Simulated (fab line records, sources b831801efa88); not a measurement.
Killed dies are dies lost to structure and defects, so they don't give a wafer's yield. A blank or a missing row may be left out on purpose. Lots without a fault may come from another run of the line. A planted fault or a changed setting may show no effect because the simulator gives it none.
fab line records | flow gf180mcu
record lots=5 wafers=15 last_day=33
route steps=602 shown M3@411 V3@429
lots that met no fault: from a run of the same line without faults
start_h: hours from the record's first day to the start of the lot's first wafer shown | wait_h: hours since the lot's step before | " the same as in the row above | L1.1+2: a row that stands for several wafers | - no value, or no start given | * or withheld: withheld | < > ~ a bound
route shown NAME@n: a module of which the file shows steps, and the number in the route of the first | usual: mean/standard deviation of fault-free wafers | same: alike in all rows | chamber/n: place in a boat | sites: the reading at each site | _std_site: their standard deviation | _edge_site: outer sites' mean less inner sites' | radius_mm: how far each site lies from the wafer's centre | mask NAME#n: copy n | behind: the tool/chamber that last shaped the wafer | hold: why the lot was held/for how many hours/how that ended | device: the transistor (n, p or np) that didn't switch | end of line: the same wafers' tests at the end of the route | a step without rows: its recipe alone | killed: dies lost to structure and defects at the first sort, not the wafer's yield | map: a wafer's dies, x killed, . not, _ none there
set.NAME: the setting as run; set.NAME@STEP: as run at that earlier step | model.NAME: the simulator's own value behind a step, which no gauge read
lots at some steps of the route; a table a step, a row a wafer
services: from which hour (start_h, from the record's first day; less than 0 if before it) a tool's chamber was out of use, for how many hours, and why
## steps
# step GF_M3_SPUTTER_02
# recipe material=AlCu target_thk_nm=450 power_w=10600 time_s=23.9 chamber_pressure_pa=0.4
# usual cathode_dc_power_W=10600/2 throttle_valve_pct=29.7/1.1
# columns lot.wafer tool chamber start_h wait_h cathode_dc_power_W throttle_valve_pct
L077.3 pvd_sputter-01 - 519.26 0.0 10605 30.9
L077.5 " - " " 10603 29.0
L077.6 " - " " 10602 30.3
L078.1 pvd_sputter-03 - 531.16 0.0 10599 27.7
L078.3 " - " " 10605 29.0
L078.5 " - " " 10599 27.6
L081.2 pvd_sputter-01 - 554.85 0.0 10600 30.9
L081.3 " - " " 10599 29.1
L081.4 " - " " 10599 30.1
L084.1 pvd_sputter-01 - 572.84 0.0 10605 29.0
L084.3 " - " " 10600 30.4
L084.6 " - " " 10604 30.3
L091.2 pvd_sputter-03 - 621.80 0.0 10601 29.8
L091.4 " - " " 10598 31.6
L091.5 " - " " 10603 29.8
# step GF_M3_SPUTTER_03
# recipe material=Ti target_thk_nm=10 substrate_temp_c=300 chamber_pressure_pa=0.3 power_w=3000 time_s=6.7
# usual cathode_dc_power_W=3000.0/0.56 throttle_valve_pct=29.7/1.2
# columns lot.wafer tool chamber start_h wait_h cathode_dc_power_W throttle_valve_pct
L077.3 pvd_sputter-01 - 519.29 0.0 3000.6 31.0
L077.5 " - " " 3000.1 29.0
L077.6 " - " " 2999.7 30.3
L078.1 pvd_sputter-03 - 531.19 0.0 2999.3 27.8
L078.3 " - " " 3000.6 28.8
L078.5 " - " " 3000.9 27.7
L081.2 pvd_sputter-01 - 554.88 0.0 3000.8 31.2
L081.3 " - " " 2999.9 29.1
L081.4 " - " " 3000.3 30.5
L084.1 pvd_sputter-01 - 572.87 0.0 2999.1 29.0
L084.3 " - " " 2999.9 30.1
L084.6 " - " " 2999.8 30.4
L091.2 pvd_sputter-03 - 621.83 0.0 2999.8 29.7
L091.4 " - " " 3000.7 31.7
L091.5 " - " " 3000.0 29.9
# step GF_M3_SPUTTER_04
# recipe material=TiN target_thk_nm=50 power_w=6500 time_s=41.7 chamber_pressure_pa=0.4
# usual cathode_dc_power_W=6500.0/1.3 throttle_valve_pct=29.7/1.1
# columns lot.wafer tool chamber start_h wait_h cathode_dc_power_W throttle_valve_pct
L077.3 pvd_sputter-01 - 519.31 0.0 6499.0 30.9
L077.5 " - " " 6502.5 28.9
L077.6 " - " " 6501.5 30.2
L078.1 pvd_sputter-03 - 531.21 0.0 6499.6 27.6
L078.3 " - " " 6499.4 28.8
L078.5 " - " " 6499.9 27.6
L081.2 pvd_sputter-01 - 554.90 0.0 6502.2 30.7
L081.3 " - " " 6500.9 29.1
L081.4 " - " " 6499.3 30.5
L084.1 pvd_sputter-01 - 572.90 0.0 6501.5 29.0
L084.3 " - " " 6501.1 30.0
L084.6 " - " " 6503.7 30.2
L091.2 pvd_sputter-03 - 621.85 0.0 6499.8 29.5
L091.4 " - " " 6500.1 31.5
L091.5 " - " " 6499.2 29.7
# step GF_M3_RS_MEAS_05
# recipe thk_meas_gauge=four-point-probe reads=TiN_of_M3_SPUTTER_04+Ti_of_M3_SPUTTER_03+AlCu_of_M3_SPUTTER_02+TiN_of_M3_SPUTTER_01+Ti_of_M3_SPUTTER_00
# usual M3_ALCU_RS=0.0694/0.00077
# columns lot.wafer tool chamber start_h wait_h M3_ALCU_RS[ohm/sq]
L077.3 film_metro-04 - 519.39 0.1 0.0705
L077.5 " - " " 0.0704
L077.6 " - " " 0.0698
L078.1 film_metro-01 - 531.25 0.0 0.0674
L078.3 " - " " 0.0689
L078.5 " - " " 0.0689
L081.2 film_metro-04 - 554.96 0.0 0.0691
L081.3 " - " " 0.0694
L081.4 " - " " 0.0694
L084.1 film_metro-04 - 572.93 0.0 0.0688
L084.3 " - " " 0.0687
L084.6 " - " " 0.0690
L091.2 film_metro-04 - 621.91 0.0 0.0685
L091.4 " - " " 0.0674
L091.5 " - " " 0.0687
# step GF_M3_THK_MEAS_06
# recipe thk_meas_gauge=xrf reads=AlCu_of_M3_SPUTTER_02
# usual M3_ALCU_THK=457/6.3
# columns lot.wafer tool chamber start_h wait_h M3_ALCU_THK[nm]
L077.3 film_metro-04 - 519.49 0.1 453
L077.5 " - " " 452
L077.6 " - " " 459
L078.1 film_metro-01 - 531.37 0.1 468
L078.3 " - " " 458
L078.5 " - " " 456
L081.2 film_metro-04 - 555.07 0.1 460
L081.3 " - " " 456
L081.4 " - " " 459
L084.1 film_metro-04 - 573.05 0.1 463
L084.3 " - " " 463
L084.6 " - " " 459
L091.2 film_metro-04 - 622.02 0.1 464
L091.4 " - " " 471
L091.5 " - " " 462
# step GF_M3_DEHYDRATE_07
# recipe temp_c=200 time_s=60
# usual plate_temp_C=200.04/0.16
# columns lot.wafer tool chamber start_h wait_h plate_temp_C
L077.3 litho_track-04 0 531.22 11.7 200.10
L077.5 " 0 " " 199.98
L077.6 " 0 " " 200.19
L078.1 litho_track-02 0 541.87 10.5 199.86
L078.3 " 0 " " 199.93
L078.5 " 0 " " 200.01
L081.2 litho_track-01 0 565.28 10.2 199.79
L081.3 " 0 " " 199.94
L081.4 " 0 " " 199.84
L084.1 litho_track-01 0 581.45 8.4 200.04
L084.3 " 0 " " 200.14
L084.6 " 0 " " 199.89
L091.2 litho_track-02 0 631.10 9.1 199.82
L091.4 " 0 " " 199.95
L091.5 " 0 " " 199.94
# step GF_M3_HMDS_08
# recipe prime_time_s=60 prime_temp_c=120
# columns lot.wafer tool chamber start_h wait_h
L077.3+5+6 litho_track-04 0 531.37 0.1
L078.1+3+5 litho_track-02 0 542.02 0.1
L081.2+3+4 litho_track-01 0 565.43 0.1
L084.1+3+6 litho_track-01 0 581.60 0.1
L091.2+4+5 litho_track-02 0 631.25 0.1
# step GF_M3_COAT_09
# recipe resist=KrF spin_rpm=withheld resist_thk_nm=1000
# columns lot.wafer tool chamber start_h wait_h
L077.3+5+6 litho_track-04 0 531.52 0.1
L078.1+3+5 litho_track-02 0 542.17 0.1
L081.2+3+4 litho_track-01 0 565.58 0.1
L084.1+3+6 litho_track-01 0 581.75 0.1
L091.2+4+5 litho_track-02 0 631.40 0.1
# step GF_M3_SOFTBAKE_10
# recipe temp_c=130 time_s=57.13 resist=KrF
# usual plate_temp_C=129.98/0.13
# columns lot.wafer tool chamber start_h wait_h plate_temp_C
L077.3 litho_track-04 0 531.67 0.1 129.85
L077.5 " 0 " " 129.84
L077.6 " 0 " " 130.09
L078.1 litho_track-02 0 542.32 0.1 129.98
L078.3 " 0 " " 130.03
L078.5 " 0 " " 130.00
L081.2 litho_track-01 0 565.73 0.1 130.26
L081.3 " 0 " " 129.90
L081.4 " 0 " " 130.05
L084.1 litho_track-01 0 581.90 0.1 130.08
L084.3 " 0 " " 130.05
L084.6 " 0 " " 129.75
L091.2 litho_track-02 0 631.55 0.1 130.07
L091.4 " 0 " " 129.80
L091.5 " 0 " " 129.76
# step GF_M3_EXPOSE_11
# recipe mask_id=Metal3 target_cd_nm=280 na=0.68 source_shape=conventional sigma_outer=0.6 dose_mj=28
# usual focus_offset_nm=0.0/0.52 reticle_temp_C=23.00/0.12
# columns lot.wafer tool chamber start_h wait_h mask focus_offset_nm reticle_temp_C
L077.3 krf_scanner-02 0 - - Metal3#0 -0.3 23.11
L077.5 " 0 " " Metal3#0 -0.1 23.10
L077.6 " 0 " " Metal3#0 -1.4 23.19
L078.1 krf_scanner-01 0 - - Metal3#0 0.3 22.98
L078.3 " 0 " " Metal3#0 0.4 23.10
L078.5 " 0 " " Metal3#0 0.1 22.97
L081.2 krf_scanner-01 0 - - Metal3#0 0.9 23.04
L081.3 " 0 " " Metal3#0 0.2 22.94
L081.4 " 0 " " Metal3#0 1.1 22.99
L084.1 krf_scanner-02 0 - - Metal3#0 0.5 23.05
L084.3 " 0 " " Metal3#0 0.5 23.06
L084.6 " 0 " " Metal3#0 0.3 23.19
L091.2 krf_scanner-01 0 - - Metal3#0 0.1 23.02
L091.4 " 0 " " Metal3#0 0.2 23.11
L091.5 " 0 " " Metal3#0 0.0 22.95
# step GF_M3_PEB_12
# recipe peb_temp_c=135 peb_time_s=90 resist=KrF
# usual plate_temp_C=134.98/0.14
# columns lot.wafer tool chamber start_h wait_h plate_temp_C
L077.3 litho_track-02 0 - - 134.72
L077.5 " 0 " " 134.75
L077.6 " 0 " " 135.05
L078.1 litho_track-04 0 - - 135.10
L078.3 " 0 " " 135.09
L078.5 " 0 " " 135.09
L081.2 litho_track-01 0 - - 134.89
L081.3 " 0 " " 134.92
L081.4 " 0 " " 134.88
L084.1 litho_track-04 0 - - 135.13
L084.3 " 0 " " 135.09
L084.6 " 0 " " 134.79
L091.2 litho_track-01 0 - - 135.08
L091.4 " 0 " " 135.16
L091.5 " 0 " " 135.14
# step GF_M3_DEVELOP_13
# recipe develop_time_s=60 dev_temp_c=21
# usual developer_temp_C=21.01/0.1
# columns lot.wafer tool chamber start_h wait_h developer_temp_C
L077.3 litho_track-02 0 542.72 0.1 20.90
L077.5 " 0 " " 21.00
L077.6 " 0 " " 20.93
L078.1 litho_track-04 0 553.77 0.2 21.08
L078.3 " 0 " " 20.92
L078.5 " 0 " " 20.90
L081.2 litho_track-01 0 575.23 0.2 20.88
L081.3 " 0 " " 20.72
L081.4 " 0 " " 20.85
L084.1 litho_track-04 0 593.52 0.2 21.08
L084.3 " 0 " " 21.12
L084.6 " 0 " " 21.09
L091.2 litho_track-01 0 642.23 0.2 20.98
L091.4 " 0 " " 20.86
L091.5 " 0 " " 21.05
# step GF_M3_CD_MEAS_14
# recipe target_cd_nm=280
# usual cd_nm=279.7/1.1
# columns lot.wafer tool chamber start_h wait_h cd_nm
L077.3 cd_sem-02 - 542.86 0.1 281.2
L077.5 " - " " 281.6
L077.6 " - " " 281.9
L078.1 cd_sem-02 - 553.92 0.1 279.4
L078.3 " - " " 279.2
L078.5 " - " " 280.0
L081.2 cd_sem-02 - 575.37 0.1 279.7
L081.3 " - " " 278.9
L081.4 " - " " 279.9
L084.1 cd_sem-01 - 593.67 0.1 279.5
L084.3 " - " " 279.1
L084.6 " - " " 278.3
L091.2 cd_sem-01 - 642.37 0.1 279.2
L091.4 " - " " 279.7
L091.5 " - " " 280.5
# step GF_M3_OVL_MEAS_15
# usual M3_OVL=-4/5.2
# columns lot.wafer tool chamber start_h wait_h M3_OVL[nm]
L077.3 overlay-02 - 542.95 0.1 -4
L077.5 " - " " -5
L077.6 " - " " -5
L078.1 overlay-01 - 554.04 0.1 3
L078.3 " - " " 1
L078.5 " - " " -2
L081.2 overlay-01 - 575.48 0.1 -5
L081.3 " - " " -5
L081.4 " - " " -10
L084.1 overlay-01 - 593.79 0.1 1
L084.3 " - " " -5
L084.6 " - " " 6
L091.2 overlay-01 - 642.48 0.1 -11
L091.4 " - " " -10
L091.5 " - " " -5
# step GF_M3_METAL_ETCH_16
# recipe chemistry=Cl2/BCl3 mask_material=KrF target_depth_nm=627.5 stop_on=SiO2 pressure_mtorr=8 icp_w=800 bias_w=140 Cl2_flow_sccm=80 bcl3_flow_sccm=40 time_s=104.6
# usual drypump_motor_current_A=6.3/0.44 oes_product_au=0.973/0.0062 rf_fwd_power_W=795.5/2.4 throttle_valve_pct=28.249/0.0097
# columns lot.wafer tool chamber start_h wait_h drypump_motor_current_A oes_product_au rf_fwd_power_W rf_hours_counter_h throttle_valve_pct
L077.3 rie_metal-01 1 543.02 0.1 5.5 0.970 796.8 - 28.240
L077.5 " 0 " " 6.0 0.968 796.3 - 28.253
L077.6 " 1 " " 5.5 0.966 792.7 - 28.267
L078.1 rie_metal-02 0 554.07 0.0 5.7 0.984 800.5 1 28.241
L078.3 " 0 " " 5.7 0.970 799.3 - 28.238
L078.5 " 0 " " 5.6 0.974 794.6 - 28.241
L081.2 rie_metal-02 1 575.51 0.0 6.4 0.978 792.3 12 28.232
L081.3 " 0 " " 5.7 0.979 798.6 - 28.257
L081.4 " 1 " " 6.5 0.971 795.7 - 28.257
L084.1 rie_metal-02 0 593.82 0.0 5.7 0.982 792.9 3 28.244
L084.3 " 0 " " 5.7 0.978 793.8 - 28.249
L084.6 " 0 " " 5.7 0.973 793.1 - 28.235
L091.2 rie_metal-04 0 642.51 0.0 6.7 0.980 794.2 12 28.226
L091.4 " 0 " " 6.7 0.982 792.0 - 28.227
L091.5 " 0 " " 6.7 0.970 792.6 - 28.253
# step GF_M3_STRIP_17
# recipe chemistry=O2/N2 power_w=1400 pressure_mtorr=1500 platen_temp_c=250 o2_flow_sccm=3000 n2_flow_sccm=300 overash_fraction=0.5
# usual drypump_motor_current_A=5.8/0.57 heater_power_w=331/14 n2_flow_sccm=300.0/1 oes_product_au=0.557/0.0048 strip_time_to_endpoint_s=7.87/0.044
# columns lot.wafer tool chamber start_h wait_h drypump_motor_current_A heater_power_w n2_flow_sccm oes_product_au rf_hours_counter_h strip_time_to_endpoint_s
L077.3 plasma_asher-04 0 543.12 0.1 6.1 350 300.8 0.557 - 7.95
L077.5 " 1 " " 6.7 314 299.2 0.558 - 7.87
L077.6 " 0 " " 6.1 349 301.7 0.566 - 7.95
L078.1 plasma_asher-04 1 554.19 0.1 6.7 321 300.7 0.563 92 7.87
L078.3 " 1 " " 6.7 322 301.2 0.554 - 7.86
L078.5 " 0 " " 6.1 347 298.8 0.557 - 7.83
L081.2 plasma_asher-04 1 575.62 0.1 6.7 323 299.6 0.559 94 7.85
L081.3 " 0 " " 6.1 356 300.8 0.554 - 7.89
L081.4 " 1 " " 6.7 318 299.2 0.557 - 7.88
L084.1 plasma_asher-04 0 593.93 0.1 6.1 350 301.4 0.558 96 7.90
L084.3 " 0 " " 6.1 352 301.3 0.552 - 7.92
L084.6 " 0 " " 6.1 352 301.1 0.557 - 7.92
L091.2 plasma_asher-04 0 642.62 0.1 6.1 351 300.1 0.561 102 7.86
L091.4 " 1 " " 6.7 320 300.3 0.560 - 7.86
L091.5 " 0 " " 6.0 347 299.4 0.569 - 7.90
# step GF_M3_STRIP_18
# recipe chemistry=post_etch_residue_remover time_s=1200 temp_c=72.5
# columns lot.wafer tool chamber start_h wait_h
L077.3+5+6 wet_bench-03 0 543.19 0.0
L078.1+3+5 wet_bench-02 0 554.29 0.1
L081.2+3+4 wet_bench-03 2 575.72 0.1
L084.1+3+6 wet_bench-02 3 594.03 0.1
L091.2+4+5 wet_bench-01 1 642.72 0.1
# step GF_M3_CLEAN_19
# recipe chemistry=DIW dry=n2_spin
# columns lot.wafer tool chamber start_h wait_h
L077.3+5+6 wet_bench-01 2 543.53 0.0
L078.1+3+5 wet_bench-03 1 554.63 0.0
L081.2+3+4 wet_bench-02 2 576.06 0.0
L084.1+3+6 wet_bench-01 0 594.41 0.0
L091.2+4+5 wet_bench-03 0 643.09 0.0
# step GF_V3_CVD_00
# recipe material=SiO2 target_thk_nm=600 sigma_open_frac=0.3 temp_c=400 time_s=100 sih4_flow_sccm=60 pressure_mtorr=6
# columns lot.wafer tool chamber start_h wait_h
L077.3+5+6 hdpcvd-02 1,1,2 543.62 0.0
L078.1+3+5 hdpcvd-01 0,1,0 554.72 0.0
L081.2+3+4 hdpcvd-01 1,0,2 576.15 0.0
L084.1+3+6 hdpcvd-01 0,1,1 594.50 0.0
L091.2+4+5 hdpcvd-02 2,0,2 643.19 0.0
# step GF_V3_THK_MEAS_01
# recipe reads=SiO2_of_V3_CVD_00
# usual V3_CVD_00_THK=601/6.9
# columns lot.wafer tool chamber start_h wait_h V3_CVD_00_THK[nm]
L077.3 film_metro-03 - 543.72 0.1 603
L077.5 " - " " 609
L077.6 " - " " 608
L078.1 film_metro-03 - 554.79 0.0 604
L078.3 " - " " 603
L078.5 " - " " 596
L081.2 film_metro-03 - 576.24 0.0 603
L081.3 " - " " 603
L081.4 " - " " 603
L084.1 film_metro-03 - 594.57 0.0 602
L084.3 " - " " 601
L084.6 " - " " 610
L091.2 film_metro-02 - 643.27 0.0 603
L091.4 " - " " 602
L091.5 " - " " 600
# step GF_V3_CVD_02
# recipe material=SiO2 target_thk_nm=850 precursor=TEOS temp_c=400 time_s=94.851 rf_w=600
# usual heater_power_w=645/90 rf_fwd_power_W=596.2/2.5
# columns lot.wafer tool chamber start_h wait_h heater_power_w rf_fwd_power_W
L077.3 pecvd-04 2 543.76 0.0 662 596.0
L077.5 " 2 " " 708 596.0
L077.6 " 0 " " 484 592.5
L078.1 pecvd-03 2 554.85 0.1 669 600.2
L078.3 " 1 " " 630 595.7
L078.5 " 1 " " 502 599.5
L081.2 pecvd-04 0 576.29 0.0 618 596.5
L081.3 " 1 " " 537 595.7
L081.4 " 0 " " 493 596.7
L084.1 pecvd-04 1 594.63 0.1 632 593.3
L084.3 " 2 " " 704 593.4
L084.6 " 0 " " 551 597.6
L091.2 pecvd-04 2 643.32 0.0 686 594.0
L091.4 " 0 " " 542 596.5
L091.5 " 1 " " 510 597.6
# step GF_V3_THK_MEAS_03
# recipe reads=SiO2_of_V3_CVD_02
# usual V3_CVD_02_THK=843/11
# columns lot.wafer tool chamber start_h wait_h V3_CVD_02_THK[nm]
L077.3 film_metro-03 - 543.85 0.1 829
L077.5 " - " " 843
L077.6 " - " " 845
L078.1 film_metro-03 - 554.92 0.0 833
L078.3 " - " " 840
L078.5 " - " " 861
L081.2 film_metro-03 - 576.37 0.0 835
L081.3 " - " " 821
L081.4 " - " " 855
L084.1 film_metro-01 - 594.70 0.0 827
L084.3 " - " " 828
L084.6 " - " " 862
L091.2 film_metro-03 - 643.40 0.0 839
L091.4 " - " " 861
L091.5 " - " " 845
# step GF_V3_CMP_04
# recipe material=SiO2 down_force_psi=4 platen_rpm=60 pad_velocity_m_s=0.94248
# usual motor_current_A=12.6/0.78 time_to_endpoint_s=77/6.7
# columns lot.wafer tool chamber start_h wait_h motor_current_A time_to_endpoint_s
L077.3 cmp-02 3 543.99 0.1 12.7 82
L077.6 " 1 " " 12.3 84
L077.5 " 2 " " 13.0 84
L078.1 cmp-02 0 554.98 0.1 13.1 88
L078.3 " 2 " " 13.2 82
L078.5 " 1 " " 11.3 88
L081.2 cmp-01 1 576.43 0.0 12.6 70
L081.3 " 2 " " 12.2 66
L081.4 " 3 " " 11.7 74
L084.1 cmp-02 2 594.81 0.1 12.7 69
L084.3 " 0 " " 13.1 71
L084.6 " 1 " " 11.6 81
L091.4 cmp-02 0 643.55 0.1 13.5 81
L091.2 " 1 " " 11.1 69
L091.5 " 2 " " 14.0 74
# step GF_V3_BOW_MEAS_05
# recipe mode=bow
# usual V3_BOW=120/8
# columns lot.wafer tool chamber start_h wait_h V3_BOW[um]
L077.3 film_metro-01 - 544.23 0.2 136
L077.5 " - " " 122
L077.6 " - " " 128
L078.1 film_metro-01 - 555.28 0.2 112
L078.3 " - " " 111
L078.5 " - " " 122
L081.2 film_metro-03 - 576.75 0.3 129
L081.3 " - " " 112
L081.4 " - " " 124
L084.1 film_metro-03 - 595.06 0.2 120
L084.3 " - " " 119
L084.6 " - " " 119
L091.2 film_metro-02 - 643.77 0.1 124
L091.4 " - " " 114
L091.5 " - " " 126
# step GF_V3_DEHYDRATE_06
# recipe temp_c=200 time_s=60
# usual plate_temp_C=200.01/0.17
# columns lot.wafer tool chamber start_h wait_h plate_temp_C
L077.3 litho_track-04 0 554.87 10.6 200.07
L077.5 " 0 " " 200.06
L077.6 " 0 " " 200.13
L078.1 litho_track-03 0 565.66 10.4 200.02
L078.3 " 0 " " 199.98
L078.5 " 0 " " 199.58
L081.2 litho_track-03 0 586.24 9.5 199.90
L081.3 " 0 " " 200.19
L081.4 " 0 " " 199.91
L084.1 litho_track-03 0 604.26 9.2 200.18
L084.3 " 0 " " 199.96
L084.6 " 0 " " 200.09
L091.2 litho_track-03 0 652.49 8.7 200.12
L091.4 " 0 " " 199.98
L091.5 " 0 " " 199.97
# step GF_V3_HMDS_07
# recipe prime_time_s=60 prime_temp_c=120
# columns lot.wafer tool chamber start_h wait_h
L077.3+5+6 litho_track-04 0 555.02 0.1
L078.1+3+5 litho_track-03 0 565.81 0.1
L081.2+3+4 litho_track-03 0 586.39 0.1
L084.1+3+6 litho_track-03 0 604.41 0.1
L091.2+4+5 litho_track-03 0 652.64 0.1
# step GF_V3_COAT_08
# recipe resist=BARC temp_c=withheld time_s=withheld spin_rpm=withheld resist_thk_nm=withheld
# columns lot.wafer tool chamber start_h wait_h
L077.3+5+6 litho_track-04 0 555.17 0.1
L078.1+3+5 litho_track-03 0 565.96 0.1
L081.2+3+4 litho_track-03 0 586.54 0.1
L084.1+3+6 litho_track-03 0 604.56 0.1
L091.2+4+5 litho_track-03 0 652.79 0.1
# step GF_V3_COAT_09
# recipe resist=KrF spin_rpm=withheld resist_thk_nm=1000
# columns lot.wafer tool chamber start_h wait_h
L077.3+5+6 litho_track-04 0 - -
L078.1+3+5 litho_track-03 0 - -
L081.2+3+4 litho_track-03 0 - -
L084.1+3+6 litho_track-03 0 - -
L091.2+4+5 litho_track-03 0 - -
# step GF_V3_SOFTBAKE_10
# recipe temp_c=130 time_s=60 resist=KrF
# usual plate_temp_C=129.99/0.11
# columns lot.wafer tool chamber start_h wait_h plate_temp_C
L077.3 litho_track-04 0 - - 130.07
L077.5 " 0 " " 130.06
L077.6 " 0 " " 130.14
L078.1 litho_track-03 0 - - 129.99
L078.3 " 0 " " 130.03
L078.5 " 0 " " 129.89
L081.2 litho_track-03 0 - - 130.07
L081.3 " 0 " " 130.08
L081.4 " 0 " " 130.10
L084.1 litho_track-03 0 - - 129.79
L084.3 " 0 " " 129.91
L084.6 " 0 " " 129.86
L091.2 litho_track-03 0 - - 129.91
L091.4 " 0 " " 130.04
L091.5 " 0 " " 129.87
# step GF_V3_EXPOSE_11
# recipe mask_id=Via3 target_cd_nm=260 na=0.68 source_shape=conventional sigma_outer=0.6 dose_mj=38
# usual focus_offset_nm=0.1/0.54 reticle_temp_C=23.02/0.095
# columns lot.wafer tool chamber start_h wait_h mask focus_offset_nm reticle_temp_C
L077.3 krf_scanner-02 0 - - Via3#0 -0.1 23.01
L077.5 " 0 " " Via3#0 0.6 23.11
L077.6 " 0 " " Via3#0 0.0 23.05
L078.1 krf_scanner-02 0 - - Via3#0 0.0 23.03
L078.3 " 0 " " Via3#0 0.7 23.00
L078.5 " 0 " " Via3#0 -0.3 23.13
L081.2 krf_scanner-01 0 - - Via3#0 0.4 22.89
L081.3 " 0 " " Via3#0 0.7 22.83
L081.4 " 0 " " Via3#0 0.3 22.99
L084.1 krf_scanner-02 0 - - Via3#0 -0.3 23.03
L084.3 " 0 " " Via3#0 -0.3 22.98
L084.6 " 0 " " Via3#0 0.0 22.76
L091.2 krf_scanner-02 0 - - Via3#0 -0.6 22.99
L091.4 " 0 " " Via3#0 -0.6 23.03
L091.5 " 0 " " Via3#0 -0.3 22.99
# step GF_V3_PEB_12
# recipe peb_temp_c=135 peb_time_s=90 resist=KrF
# usual plate_temp_C=135.00/0.12
# columns lot.wafer tool chamber start_h wait_h plate_temp_C
L077.3 litho_track-04 0 - - 134.88
L077.5 " 0 " " 134.69
L077.6 " 0 " " 135.02
L078.1 litho_track-04 0 - - 134.92
L078.3 " 0 " " 134.84
L078.5 " 0 " " 134.92
L081.2 litho_track-03 0 - - 135.14
L081.3 " 0 " " 135.09
L081.4 " 0 " " 135.14
L084.1 litho_track-02 0 - - 135.00
L084.3 " 0 " " 134.90
L084.6 " 0 " " 134.88
L091.2 litho_track-04 0 - - 134.91
L091.4 " 0 " " 135.09
L091.5 " 0 " " 135.26
# step GF_V3_DEVELOP_13
# recipe develop_time_s=60 resist=KrF dev_temp_c=21
# usual developer_temp_C=21.00/0.11
# columns lot.wafer tool chamber start_h wait_h developer_temp_C
L077.3 litho_track-04 0 566.42 0.1 20.93
L077.5 " 0 " " 20.97
L077.6 " 0 " " 21.09
L078.1 litho_track-04 0 575.77 0.2 20.98
L078.3 " 0 " " 21.00
L078.5 " 0 " " 20.93
L081.2 litho_track-03 0 597.89 0.2 20.86
L081.3 " 0 " " 20.86
L081.4 " 0 " " 20.90
L084.1 litho_track-02 0 615.87 0.2 20.91
L084.3 " 0 " " 20.89
L084.6 " 0 " " 20.89
L091.2 litho_track-04 0 663.44 0.2 20.96
L091.4 " 0 " " 21.07
L091.5 " 0 " " 20.97
# step GF_V3_CD_MEAS_14
# recipe target_cd_nm=260
# usual cd_nm=260.1/1.2
# columns lot.wafer tool chamber start_h wait_h cd_nm
L077.3 cd_sem-01 - 566.56 0.1 261.6
L077.5 " - " " 261.2
L077.6 " - " " 262.4
L078.1 cd_sem-02 - 575.92 0.1 258.6
L078.3 " - " " 260.1
L078.5 " - " " 260.4
L081.2 cd_sem-02 - 598.03 0.1 258.7
L081.3 " - " " 259.5
L081.4 " - " " 258.9
L084.1 cd_sem-01 - 616.02 0.1 260.0
L084.3 " - " " 259.5
L084.6 " - " " 261.6
L091.2 cd_sem-02 - 663.59 0.1 260.8
L091.4 " - " " 260.0
L091.5 " - " " 258.3
## services
# columns tool chamber start_h hours kind
krf_scanner-01 - 497.76 1.3 pm
cmp-02 - 498.26 0.8 repair
pecvd-04 2 508.43 6.5 repair
plasma_asher-04 - 508.60 14.6 pm
krf_scanner-02 - 523.56 0.4 repair
cmp-02 - 525.81 0.3 repair
plasma_asher-04 - 526.80 0.8 repair
krf_scanner-01 - 529.29 1.0 pm
pvd_sputter-01 - 539.03 2.9 repair
krf_scanner-02 - 565.31 0.8 pm
cmp-02 - 572.23 4.0 pm
krf_scanner-02 - 588.94 1.5 repair
wet_bench-03 - 593.27 3.6 repair
pvd_sputter-01 - 593.55 0.6 repair
krf_scanner-02 - 593.71 1.3 pm
pvd_sputter-03 - 602.32 6.1 repair
krf_scanner-01 - 608.76 0.8 pm
krf_scanner-02 - 609.87 0.6 repair
krf_scanner-02 - 612.94 0.6 repair
pecvd-04 - 623.83 2.6 repair
krf_scanner-02 - 633.24 1.0 pm
krf_scanner-02 - 634.60 0.6 repair
pvd_sputter-03 - 650.60 0.7 repair
pvd_sputter-01 - 662.82 0.5 repair
## key
fault none
